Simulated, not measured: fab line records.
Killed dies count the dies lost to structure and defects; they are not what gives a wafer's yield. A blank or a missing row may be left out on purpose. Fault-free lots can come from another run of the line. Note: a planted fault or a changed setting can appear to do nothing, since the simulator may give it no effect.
fab line records    flow sky130
[record] lots = 11  wafers = 31  last-day = 50
route steps=708 shown FIELD_ISO@24 DNWELL@43 VT_ADJUST_NCORE@127 PASSIVATION@683 PAD_OPEN@701
lots with no fault: from the same line, run without faults
start-h: hours from the record's first day to the start of the lot's first wafer shown    wait-h: hours elapsed since this lot's preceding step    " the same as in the row above    L1.1+2: several wafers, shown together as one row    - no value present, or no start provided    * or withheld: withheld    < > ~ a bound
route shown NAME@n: names a module that has steps shown in the file, with the first one's number in the route    usual: mean and standard deviation over wafers with no fault    same: alike in all rows    chamber/n: place in a boat    sites: readings site by site    _std_site: standard deviation of those values    _edge_site: the outer-site mean with the inner-site mean subtracted    radius-mm: how far each site lies from the wafer's centre    mask NAME#n: copy n    behind: the most recent tool/chamber to have shaped the wafer    hold: cause of the lot's hold/its duration in hours/its outcome    device: the n, p or np transistor that did not switch    end of line: the route-end tests of the same wafers    for a step that has no rows: nothing shown but its recipe    killed: count of dies lost to structure and defects at first sort (not the wafer's yield)    map: a wafer's dies, marking killed ones x, the rest . and places with no die _
set.NAME: the run value of the setting; set.NAME@STEP: its run value at that earlier step    model.NAME: the simulator's own value behind a step, which no gauge read
steps of the route over a sample of lots; a table a step, a row a wafer
services: the hour from which a tool's chamber was out of use, counted from the record's first day as start-h (under 0 if before that day), plus the number of hours and why
[[steps]]
[step SKY_FIELD_ISO_THK_MEAS_23]
[recipe] reads = SiO2_of_FIELD_ISO_OXIDATION_22
[usual] FIELD_ISO_OXIDATION_01_THK = 10.05/0.18
lot.wafer  tool           chamber  start-h  wait-h  FIELD_ISO_OXIDATION_01_THK[nm]
L415.2     film-metro-03  -        44.38    0.0     10.11
L415.3     "              -        "        "       10.05
L415.4     "              -        "        "       10.01
L417.1     film-metro-04  -        51.07    0.0     10.28
L417.3     "              -        "        "       10.06
L417.4     "              -        "        "       10.17
L419.1     film-metro-02  -        62.40    0.0     10.00
L419.2     "              -        "        "       10.18
L419.6     "              -        "        "       9.95
L422.2     film-metro-04  -        77.44    0.0     10.11
L422.4     "              -        "        "       10.19
L421.4     film-metro-02  -        77.46    0.0     9.88
L421.6     "              -        "        "       10.08
L424.1     film-metro-03  -        86.02    0.1     9.94
L424.3     "              -        "        "       10.07
L424.5     "              -        "        "       10.01
L429.1     film-metro-03  -        113.61   0.0     10.21
L429.2     "              -        "        "       10.29
L429.4     "              -        "        "       10.19
L433.1     film-metro-02  -        130.97   0.0     9.73
L433.3     "              -        "        "       9.89
L433.6     "              -        "        "       9.76
L435.1     film-metro-04  -        145.54   0.0     10.42
L435.5     "              -        "        "       10.25
L435.6     "              -        "        "       10.27
L436.4     film-metro-03  -        145.57   0.0     10.16
L436.5     "              -        "        "       10.24
L436.6     "              -        "        "       10.26
L437.2     film-metro-03  -        152.15   0.0     10.36
L437.3     "              -        "        "       10.12
L437.6     "              -        "        "       9.95
[step SKY_DNWELL_STRIP_08]
[recipe] chemistry = O2/N2  power-w = 1400  pressure-mtorr = 1500  platen-temp-c = withheld  o2-flow-sccm = 3000  n2-flow-sccm = 300  overash-fraction = 0.5
[usual] drypump-motor-current-A = 5.8/0.56  o2-flow-sccm = 3000/9.1  oes-product-au = 0.722/0.0044  strip-time-to-endpoint-s = 36.85/0.12
lot.wafer  tool             chamber  start-h  wait-h  drypump-motor-current-A  o2-flow-sccm  oes-product-au  rf-hours-counter-h  strip-time-to-endpoint-s
L415.2     plasma-asher-01  0        75.34    0.1     5.8                      2987          0.721           44                  36.91
L415.3     "                0        "        "       5.8                      2995          0.715           -                   36.93
L415.4     "                1        "        "       4.9                      2994          0.726           -                   36.90
L417.1     plasma-asher-02  0        81.36    0.1     6.7                      2995          0.718           34                  36.85
L417.3     "                1        "        "       5.7                      2997          0.732           -                   36.79
L417.4     "                0        "        "       6.7                      3002          0.727           -                   36.91
L419.1     plasma-asher-01  0        89.61    0.1     5.8                      2996          0.719           46                  36.82
L419.2     "                1        "        "       4.9                      3015          0.723           46                  36.93
L419.6     "                0        "        "       5.8                      3013          0.719           -                   36.92
L421.4     plasma-asher-02  0        103.49   0.1     6.7                      2992          0.725           -                   36.70
L421.6     "                0        "        "       6.7                      3005          0.727           -                   36.69
L422.2     plasma-asher-01  0        103.56   0.1     5.8                      2997          0.722           47                  37.08
L422.4     "                0        "        "       5.8                      2991          0.720           -                   36.94
L424.1     plasma-asher-01  1        108.96   0.1     4.9                      2992          0.723           48                  36.63
L424.3     "                1        "        "       4.9                      2989          0.717           -                   36.55
L424.5     "                0        "        "       5.7                      2999          0.726           -                   36.52
L429.1     plasma-asher-03  0        142.51   0.1     6.2                      2992          0.720           44                  36.74
L429.2     "                1        "        "       5.6                      2989          0.717           44                  36.76
L429.4     "                0        "        "       6.2                      3004          0.719           -                   36.78
L433.1     plasma-asher-02  1        157.31   0.1     5.7                      3004          0.724           4                   36.84
L433.3     "                0        "        "       6.7                      3006          0.724           -                   36.82
L433.6     "                0        "        "       6.6                      3008          0.715           -                   36.76
L435.1     plasma-asher-01  0        168.99   0.1     5.8                      2972          0.726           54                  36.89
L435.5     "                1        "        "       4.9                      2996          0.720           -                   36.92
L435.6     "                0        "        "       5.8                      2981          0.726           -                   36.94
L436.4     plasma-asher-02  1        169.55   0.1     5.7                      3008          0.722           -                   36.92
L436.5     "                0        "        "       6.7                      3012          0.713           -                   36.94
L436.6     "                1        "        "       5.7                      2989          0.723           -                   36.86
L437.2     plasma-asher-01  0        175.86   0.1     5.8                      3012          0.725           55                  36.90
L437.3     "                1        "        "       4.9                      2996          0.728           -                   37.03
L437.6     "                1        "        "       4.9                      3013          0.729           -                   36.94
[step SKY_VT_ADJUST_NCORE_OVL_MEAS_08]
[usual] VT_ADJUST_NCORE_OVL = 0.3/1.1
lot.wafer  tool        chamber  start-h  wait-h  VT_ADJUST_NCORE_OVL[nm]
L415.2     overlay-01  -        210.43   0.1     0.2
L415.3     "           -        "        "       0.3
L415.4     "           -        "        "       -0.5
L417.1     overlay-01  -        218.27   0.1     1.3
L417.3     "           -        "        "       -0.6
L417.4     "           -        "        "       2.2
L419.1     overlay-01  -        232.23   0.1     0.8
L419.2     "           -        "        "       1.4
L419.6     "           -        "        "       -0.5
L421.4     overlay-01  -        245.55   0.1     0.2
L421.6     "           -        "        "       -3.0
L422.2     overlay-02  -        248.20   0.1     0.2
L422.4     "           -        "        "       1.6
L424.1     overlay-01  -        256.24   0.1     2.2
L424.3     "           -        "        "       1.1
L424.5     "           -        "        "       1.3
L429.1     overlay-01  -        303.88   0.1     -0.6
L429.2     "           -        "        "       1.0
L429.4     "           -        "        "       -1.8
L433.1     overlay-02  -        319.94   0.1     -0.3
L433.3     "           -        "        "       1.1
L433.6     "           -        "        "       0.7
L435.1     overlay-02  -        334.28   0.1     1.3
L435.5     "           -        "        "       2.1
L435.6     "           -        "        "       0.2
L436.4     overlay-01  -        335.80   0.1     -0.1
L436.5     "           -        "        "       -0.1
L436.6     "           -        "        "       0.1
L437.2     overlay-02  -        342.70   0.1     -0.8
L437.3     "           -        "        "       -1.1
L437.6     "           -        "        "       -0.6
[step SKY_PASSIVATION_CVD_02]
[recipe] material = Si3N4  target-thk-nm = 540  temp-c = 400  time-s = withheld  rf-w = 450
[usual] heater-power-w = 753/120
lot.wafer  tool      chamber  start-h  wait-h  heater-power-w
L415.2     pecvd-02  2        1060.42  0.0     715
L415.3     "         0        "        "       656
L415.4     "         0        "        "       674
L417.1     pecvd-03  0        1061.49  0.1     886
L417.3     "         1        "        "       605
L417.4     "         0        "        "       739
L419.1     pecvd-02  1        1069.73  0.1     765
L419.2     "         2        "        "       801
L419.6     "         2        "        "       812
L421.4     pecvd-02  0        1080.72  0.1     666
L421.6     "         1        "        "       756
L422.2     pecvd-02  1        1090.62  0.0     864
L422.4     "         1        "        "       705
L424.1     pecvd-02  0        1100.56  0.1     700
L424.3     "         1        "        "       850
L424.5     "         2        "        "       759
L429.1     pecvd-01  2        1132.19  0.1     998
L429.2     "         0        "        "       605
L429.4     "         0        "        "       633
L433.1     pecvd-03  2        1146.36  0.1     767
L433.3     "         0        "        "       892
L433.6     "         0        "        "       896
L436.4     pecvd-03  0        1154.46  0.1     871
L436.5     "         1        "        "       708
L436.6     "         2        "        "       732
L435.1     pecvd-01  1        1158.82  0.1     612
L435.5     "         2        "        "       1093
L435.6     "         1        "        "       659
L437.2     pecvd-01  0        1160.39  0.0     678
L437.3     "         2        "        "       1069
L437.6     "         0        "        "       706
[step SKY_PASSIVATION_THK_MEAS_03]
[recipe] reads = Si3N4_of_PASSIVATION_CVD_02
[usual] PASSIVATION_CVD_02_THK = 539/7
lot.wafer  tool           chamber  start-h  wait-h  PASSIVATION_CVD_02_THK[nm]
L415.2     film-metro-03  -        1060.66  -       529
L415.3     "              -        "        "       535
L415.4     "              -        "        "       551
L417.1     film-metro-02  -        1061.83  -       526
L417.3     "              -        "        "       543
L417.4     "              -        "        "       539
L419.1     film-metro-01  -        1069.95  -       539
L419.2     "              -        "        "       537
L419.6     "              -        "        "       544
L421.4     film-metro-02  -        1080.86  -       575
L421.6     "              -        "        "       547
L422.2     film-metro-03  -        1090.86  -       536
L422.4     "              -        "        "       573
L424.1     film-metro-02  -        1100.78  -       533
L424.3     "              -        "        "       536
L424.5     "              -        "        "       568
L429.1     film-metro-03  -        1132.41  -       535
L429.2     "              -        "        "       545
L429.4     "              -        "        "       550
L433.1     film-metro-03  -        1146.59  -       531
L433.3     "              -        "        "       527
L433.6     "              -        "        "       541
L436.4     film-metro-02  -        1154.61  -       547
L436.5     "              -        "        "       542
L436.6     "              -        "        "       542
L435.1     film-metro-02  -        1159.05  -       538
L435.5     "              -        "        "       542
L435.6     "              -        "        "       549
L437.2     film-metro-01  -        1160.63  -       534
L437.3     "              -        "        "       528
L437.6     "              -        "        "       541
[step SKY_PAD_OPEN_ETCH_07]
[recipe] chemistry = CF4/O2  target-depth-nm = 725  stop-on = AlCu  source-w = 800  bias-w = 150  pressure-mtorr = 150  cf4-flow-sccm = 80  O2_flow_sccm = 10  time-s = 161.1
[usual] drypump-motor-current-A = 5.76/0.22  oes-product-au = 0.977/0.0063  throttle-valve-pct = 5.965/0.0095
[same] time-s = 161.1
lot.wafer  tool         chamber  start-h  wait-h  drypump-motor-current-A  oes-product-au  rf-hours-counter-h  throttle-valve-pct
L415.2     rie-diel-04  3        1102.41  -       5.57                     0.974           11                  5.958
L415.3     "            1        "        "       6.06                     0.976           22                  5.961
L415.4     "            2        "        "       5.60                     0.980           26                  5.985
L417.1     rie-diel-04  2        1103.71  -       5.54                     0.969           26                  5.964
L417.3     "            3        "        "       5.53                     0.981           11                  5.992
L417.4     "            1        "        "       6.02                     0.982           22                  5.967
L419.1     rie-diel-04  3        1112.16  -       5.52                     0.981           11                  5.955
L419.2     "            2        "        "       5.57                     0.975           26                  5.968
L419.6     "            3        "        "       5.55                     0.979           -                   5.965
L421.4     rie-diel-03  1        1123.21  -       5.53                     1.009           19                  5.977
L421.6     "            2        "        "       5.66                     0.980           -                   5.935
L422.2     rie-diel-04  3        1131.51  -       5.52                     0.970           12                  5.965
L422.4     "            0        "        "       5.84                     0.999           6                   5.968
L424.1     rie-diel-03  0        1140.81  -       5.99                     0.966           9                   5.960
L424.3     "            3        "        "       5.76                     0.981           17                  5.966
L424.5     "            2        "        "       5.68                     0.999           -                   5.975
L429.1     rie-diel-04  2        1168.31  -       5.63                     0.967           29                  5.969
L429.2     "            3        "        "       5.58                     0.983           14                  5.962
L429.4     "            0        "        "       5.81                     0.980           7                   5.964
L433.1     rie-diel-04  1        1181.61  -       6.03                     0.968           26                  5.960
L433.3     "            3        "        "       5.52                     0.963           14                  5.958
L433.6     "            3        "        "       5.54                     0.979           -                   5.953
L436.4     rie-diel-03  1        1187.71  -       5.53                     0.981           -                   5.967
L436.5     "            0        "        "       6.01                     0.983           -                   5.964
L436.6     "            3        "        "       5.77                     0.980           -                   5.963
L435.1     rie-diel-01  1        1190.32  -       6.19                     0.980           11                  5.970
L435.5     "            0        "        "       5.41                     0.979           -                   5.965
L435.6     "            3        "        "       5.70                     0.978           -                   5.954
L437.2     rie-diel-04  1        1191.57  -       6.03                     0.970           26                  5.962
L437.3     "            0        "        "       5.81                     0.965           8                   5.954
L437.6     "            0        "        "       5.81                     0.976           -                   5.969
[step SKY_PAD_OPEN_PROBE_99]
[usual] defect-limited-yield = 82.3/1.9  killed_at_M0_to_M3 = 44/6.5  killed_at_M4_up = 3.3/1.9  killed-at-contacts = 24/5.3  killed-at-front-end = 15/4.5  killed-at-other = 0.3/0.58  killed-dies = 87/9.3  killed-on-rim = 17/4.2  killed-open = 48/6.6  killed-short = 39/6.1  sort_bin_3_pad_short = 0.9/0.46  sort_bin_5_function = 10.5/1.6  sort_bin_6_memory = 6.3/1.1  sort-n-pass = 405/9.3  sort-yield-pct = 82.3/1.9
[same] gross-dies = 492  killed-at-back-side = 0  sort_bin_4_leakage[%] = 0  sort_bin_8_speed[%] = 0
lot.wafer  tool       chamber  start-h  wait-h  defect-limited-yield[%]  killed_at_M0_to_M3  killed_at_M4_up  killed-at-contacts  killed-at-front-end  killed-at-other  killed-dies  killed-on-rim  killed-open  killed-short  sort_bin_3_pad_short[%]  sort_bin_5_function[%]  sort_bin_6_memory[%]  sort-n-pass  sort-yield-pct[%]
L422.2     prober-02  -        1133.88  0.1     85.0                     35                  0                22                  17                   0                74           17             42           32            0.8                      9.6                     4.7                   418          85.0
L422.4     prober-02  -        1133.98  0.2     81.7                     45                  3                22                  20                   0                90           20             53           37            1.2                      12.4                    4.7                   402          81.7
L429.1     prober-02  -        1170.65  0.1     80.3                     44                  7                32                  14                   0                97           25             45           52            1.6                      8.7                     9.3                   395          80.3
L429.2     prober-02  -        1170.70  0.1     82.7                     41                  1                25                  18                   0                85           14             37           48            0.8                      10.6                    5.9                   407          82.7
L429.4     prober-02  -        1170.80  0.2     85.8                     37                  3                24                  5                    1                70           10             37           33            0.8                      7.1                     6.3                   422          85.8
// killed by level:class
L422.2 POLY_GATE:geometric-particle:open=8 CONTACT:geometric-particle:open=8 VIA2:geometric-particle:open=8 LI_CONTACT:geometric-particle:open=7 METAL1:geometric-particle:short=6 POLY_GATE:geometric-particle:short=5 VIA1:geometric-particle:open=4 METAL2:geometric-particle:short=4
L422.4 VIA1:geometric-particle:open=16 POLY_GATE:geometric-particle:open=6 LI_CONTACT:geometric-particle:open=6 VIA2:geometric-particle:open=6 FIELD_ISO:geometric-particle:short=5 POLY_GATE:geometric-particle:short=5 CONTACT:geometric-particle:open=5 METAL2:geometric-particle:short=5
L429.1 VIA1:geometric-particle:open=12 CONTACT:geometric-particle:open=11 CONTACT:geometric-particle:short=8 METAL1:geometric-particle:short=7 METAL2:geometric-particle:short=6 VIA1:geometric-particle:short=5 METAL4:geometric-particle:short=5 FIELD_ISO:geometric-particle:short=4
L429.2 VIA1:geometric-particle:open=8 METAL2:geometric-particle:short=8 VIA3:geometric-particle:open=8 LI_CONTACT:geometric-particle:open=6 SPACER:geometric-particle:short=5 LI_CONTACT:geometric-particle:short=5 LOCAL_INTERCONNECT:geometric-particle:short=5 VIA3:geometric-particle:short=5
L429.4 CONTACT:geometric-particle:open=8 VIA1:geometric-particle:open=8 VIA1:geometric-particle:short=6 CONTACT:geometric-particle:short=5 LI_CONTACT:geometric-particle:open=5 VIA3:geometric-particle:open=5 VIA2:geometric-particle:open=4 LI_CONTACT:geometric-particle:short=3
[[services]]
tool             chamber  start-h  hours  kind
plasma-asher-01  -        56.42    0.6    repair
plasma-asher-01  -        91.38    0.6    repair
rie-diel-04      2        148.26   4.6    repair
plasma-asher-01  -        245.55   39.4   pm
rie-diel-04      -        286.47   2.8    pm
plasma-asher-01  -        299.05   2.6    repair
rie-diel-04      -        377.64   28.1   pm
rie-diel-04      2        409.28   9.4    repair
plasma-asher-01  -        421.25   9.0    pm
rie-diel-04      0        488.48   6.2    repair
rie-diel-04      0        525.91   6.3    repair
rie-diel-04      3        694.70   8.5    repair
rie-diel-04      0        702.39   3.8    repair
rie-diel-04      2        739.08   7.0    repair
rie-diel-04      -        779.40   14.6   pm
plasma-asher-01  -        787.57   2.8    pm
rie-diel-04      1        806.00   5.7    repair
rie-diel-04      3        807.04   5.5    repair
rie-diel-04      0        893.78   9.7    repair
rie-diel-04      1        922.40   5.0    repair
rie-diel-04      0        945.94   1.3    repair
plasma-asher-01  -        982.33   1.3    repair
rie-diel-04      -        986.23   0.2    repair
rie-diel-04      3        1006.74  11.1   repair
[[key]]
[first-sign] step = SKY_PASSIVATION_THK_MEAS_03  reading = PASSIVATION_CVD_02_THK  direction = up  sigmas = 4.7  usual = 539  struck = 572
[effect] step = SKY_PAD_OPEN_ETCH_07  reading = oes-product-au  direction = up  sigmas = 4  usual = 0.977  struck = 1.003
met-at SKY_PASSIVATION_CVD_02
struck-lots L421,L422,L424
struck-wafers L421.4,L422.4,L424.5
not-acting-at SKY_FIELD_ISO_THK_MEAS_23,SKY_DNWELL_STRIP_08,SKY_VT_ADJUST_NCORE_OVL_MEAS_08
onset-between 1069.73 1080.72
[fault] kind = process-parameter-drift  tool = pecvd-02  chamber = -  onset-h = 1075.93  steps = SKY_PASSIVATION_CVD_02  channel = time-s  offset = withheld  shape = step  end-h = 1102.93  scope = struck-wafers-only  acts-in = *
